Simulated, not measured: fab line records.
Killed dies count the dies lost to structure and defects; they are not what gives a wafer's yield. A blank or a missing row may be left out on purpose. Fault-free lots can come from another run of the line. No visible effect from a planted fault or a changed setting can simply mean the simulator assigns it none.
Which tool is to blame? :: flow gf180mcu :: 12 lots, 36 wafers sampled, at 3 steps of a route of 602

WHAT THE GAUGES SHOWED, per wafer
GF_VT_IMPLANT_RS_MEAS_48: measures by four-point-probe. Usual: LVPWELL_RS typically reads 1199 ohm/sq, with standard deviation 3.1.
lot: L178
measured: day 7 14:45
on: film_metro-04
LVPWELL_RS (ohm/sq): 1197 1196 1197
flag: 

lot: L180
measured: day 8 00:49
on: film_metro-03
LVPWELL_RS (ohm/sq): 1201 1200 1202
flag: 

lot: L182
measured: day 8 13:41
on: film_metro-03
LVPWELL_RS (ohm/sq): 1200 1199 1200
flag: 

lot: L183
measured: day 8 23:57
on: film_metro-04
LVPWELL_RS (ohm/sq): 1198 1200 1201
flag: 

lot: L188
measured: day 10 08:56
on: film_metro-01
LVPWELL_RS (ohm/sq): 1197 1202 1198
flag: 

lot: L189
measured: day 10 15:25
on: film_metro-03
LVPWELL_RS (ohm/sq): 1199 1200 1198
flag: 

lot: L190
measured: day 10 22:00
on: film_metro-01
LVPWELL_RS (ohm/sq): 1199 1197 1199
flag: 

lot: L192
measured: day 11 10:05
on: film_metro-03
LVPWELL_RS (ohm/sq): 1198 1200 1196
flag: 

lot: L196
measured: day 12 13:58
on: film_metro-04
LVPWELL_RS (ohm/sq): 1179 1179 1183 1179 1179 1183
flag: OFF

lot: L197
measured: day 12 21:13
on: film_metro-01
LVPWELL_RS (ohm/sq): 1201 1199 1197
flag: 

lot: L199
measured: day 13 10:10
on: film_metro-04
LVPWELL_RS (ohm/sq): 1176 1177 1177 1177 1178 1179
flag: OFF

lot: L201
measured: day 14 02:13
on: film_metro-04
LVPWELL_RS (ohm/sq): 1194 1194 1195
flag: 

GF_VT_IMPLANT_RS_MEAS_49: measures by four-point-probe. Usual: MVPSD_RS typically reads 1171 ohm/sq, with standard deviation 3.1.
lot: L178
measured: day 7 14:52
on: film_metro-04
MVPSD_RS (ohm/sq): 1175 1172 1174
flag: 

lot: L180
measured: day 8 00:56
on: film_metro-03
MVPSD_RS (ohm/sq): 1172 1170 1169
flag: 

lot: L182
measured: day 8 13:49
on: film_metro-03
MVPSD_RS (ohm/sq): 1170 1168 1169
flag: 

lot: L183
measured: day 9 00:04
on: film_metro-04
MVPSD_RS (ohm/sq): 1171 1176 1173
flag: 

lot: L188
measured: day 10 09:04
on: film_metro-01
MVPSD_RS (ohm/sq): 1170 1172 1171
flag: 

lot: L189
measured: day 10 15:32
on: film_metro-03
MVPSD_RS (ohm/sq): 1169 1165 1167
flag: 

lot: L190
measured: day 10 22:07
on: film_metro-01
MVPSD_RS (ohm/sq): 1169 1176 1171
flag: 

lot: L192
measured: day 11 10:13
on: film_metro-03
MVPSD_RS (ohm/sq): 1171 1171 1171
flag: 

lot: L196
measured: day 12 15:18
on: film_metro-04
MVPSD_RS (ohm/sq): 1168 1171 1171
flag: 

lot: L197
measured: day 12 21:20
on: film_metro-01
MVPSD_RS (ohm/sq): 1170 1173 1171
flag: 

lot: L199
measured: day 13 15:00
on: film_metro-04
MVPSD_RS (ohm/sq): 1171 1173 1172
flag: 

lot: L201
measured: day 14 02:20
on: film_metro-04
MVPSD_RS (ohm/sq): 1173 1173 1171
flag: 

EACH LOT AND THE TOOL THAT RAN IT (in order: tool; ch and the chambers of the sampled wafers; start)
lot: L178
GF_LVPWELL_IMPLANT_09: implanter-04 ch 0, day 3 21:33

lot: L180
GF_LVPWELL_IMPLANT_09: implanter-04 ch 0, day 4 06:37

lot: L182
GF_LVPWELL_IMPLANT_09: implanter-02 ch 0, day 4 17:27

lot: L183
GF_LVPWELL_IMPLANT_09: implanter-04 ch 0, day 5 01:19

lot: L188
GF_LVPWELL_IMPLANT_09: implanter-01 ch 0, day 6 04:48

lot: L189
GF_LVPWELL_IMPLANT_09: implanter-02 ch 0, day 6 11:25

lot: L190
GF_LVPWELL_IMPLANT_09: implanter-02 ch 0, day 6 15:48

lot: L192
GF_LVPWELL_IMPLANT_09: implanter-01 ch 0, day 7 02:09

lot: L196
GF_LVPWELL_IMPLANT_09: implanter-04 ch 0, day 8 02:28

lot: L197
GF_LVPWELL_IMPLANT_09: implanter-02 ch 0, day 8 09:29

lot: L199
GF_LVPWELL_IMPLANT_09: implanter-04 ch 0, day 8 20:30

lot: L201
GF_LVPWELL_IMPLANT_09: implanter-01 ch 0, day 9 07:44
- GF_LVPWELL_IMPLANT_09

AS READ BY THE TOOLS THEMSELVES (means over the sampled wafers that have a number; for cases with no such wafer, the mark the record gives instead)
GF_LVPWELL_IMPLANT_09. Usual: dose_ions_cm2 5.001e+12, standard deviation 5.8e+09; faraday_current_uA 28.3, standard deviation 0.6; tilt_deg 0.002 degrees, standard deviation 0.021.
lot: L178
tool: implanter-04
dose_ions_cm2: 5.004e+12
faraday_current_uA: 28.4
tilt_deg (degrees): 0.001
flag: 

lot: L180
tool: implanter-04
dose_ions_cm2: 4.998e+12
faraday_current_uA: 27.8
tilt_deg (degrees): -0.001
flag: 

lot: L182
tool: implanter-02
dose_ions_cm2: 5.004e+12
faraday_current_uA: 27.7
tilt_deg (degrees): 0.018
flag: 

lot: L183
tool: implanter-04
dose_ions_cm2: 5.002e+12
faraday_current_uA: 27.6
tilt_deg (degrees): 0.003
flag: 

lot: L188
tool: implanter-01
dose_ions_cm2: 5.007e+12
faraday_current_uA: 28.3
tilt_deg (degrees): 0.003
flag: 

lot: L189
tool: implanter-02
dose_ions_cm2: 4.997e+12
faraday_current_uA: 27.9
tilt_deg (degrees): 0.015
flag: 

lot: L190
tool: implanter-02
dose_ions_cm2: 5.005e+12
faraday_current_uA: 28.1
tilt_deg (degrees): 0.024
flag: 

lot: L192
tool: implanter-01
dose_ions_cm2: 4.991e+12
faraday_current_uA: 28.5
tilt_deg (degrees): 0.023
flag: 

lot: L196
tool: implanter-04
dose_ions_cm2: 5.459e+12
faraday_current_uA: 30.6
tilt_deg (degrees): 0.024
flag: OFF

lot: L197
tool: implanter-02
dose_ions_cm2: 4.999e+12
faraday_current_uA: 28.4
tilt_deg (degrees): -0.007
flag: 

lot: L199
tool: implanter-04
dose_ions_cm2: 5.464e+12
faraday_current_uA: 31.1
tilt_deg (degrees): 0.022
flag: OFF

lot: L201
tool: implanter-01
dose_ions_cm2: 5.001e+12
faraday_current_uA: 28.6
tilt_deg (degrees): 0.018
flag: 

THE ANSWER, worked out from the rows above alone
Rule: take the mean of a lot's wafers that have a number; if it is more than 3 standard deviations from the usual mean, the lot is off. A lot without any number at a reading at which 4 lots or more have one is off too. Where the step has rows for the other lots, those lots are counted as sound. First the gauges in route order, then the tools' own readings, where a lot's mean is used as printed above. At the first step where some lot is off, the reading lying furthest off is the one used; lots without a number count as furthest.
Off: L196, L199, seen at GF_VT_IMPLANT_RS_MEAS_48 (LVPWELL_RS).
If a tool, at a process step before that reading, ran all the lots that are off and no sound lot after the first of them, it fits. The gauges at GF_VT_IMPLANT_RS_MEAS_48 aren't tried: what is off there is off at GF_LVPWELL_IMPLANT_09 too, on other tools, and a gauge's error can't cause that. One fits: GF_LVPWELL_IMPLANT_09 on implanter-04. A fault onset in the window from L183 (day 5 01:19, its last sound lot) to L196 (day 8 02:28, its first lot off) fits.
The tool's own readings at GF_LVPWELL_IMPLANT_09 bear it out: on the lots that are off they differ by more than 5 times the standard deviation of the sound lots' means. dose_ions_cm2 reads 5.462e+12 there against 5.001e+12 on the sound lots; faraday_current_uA reads 30.9 there against 28.1 on the sound lots.

WHAT WAS PUT IN BY THE SIMULATOR
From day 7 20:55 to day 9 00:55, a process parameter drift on implanter-04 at GF_LVPWELL_IMPLANT_09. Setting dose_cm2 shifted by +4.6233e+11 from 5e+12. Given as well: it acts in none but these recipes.
Shown lots that were struck: L196, L199. Same finding as the rule above.
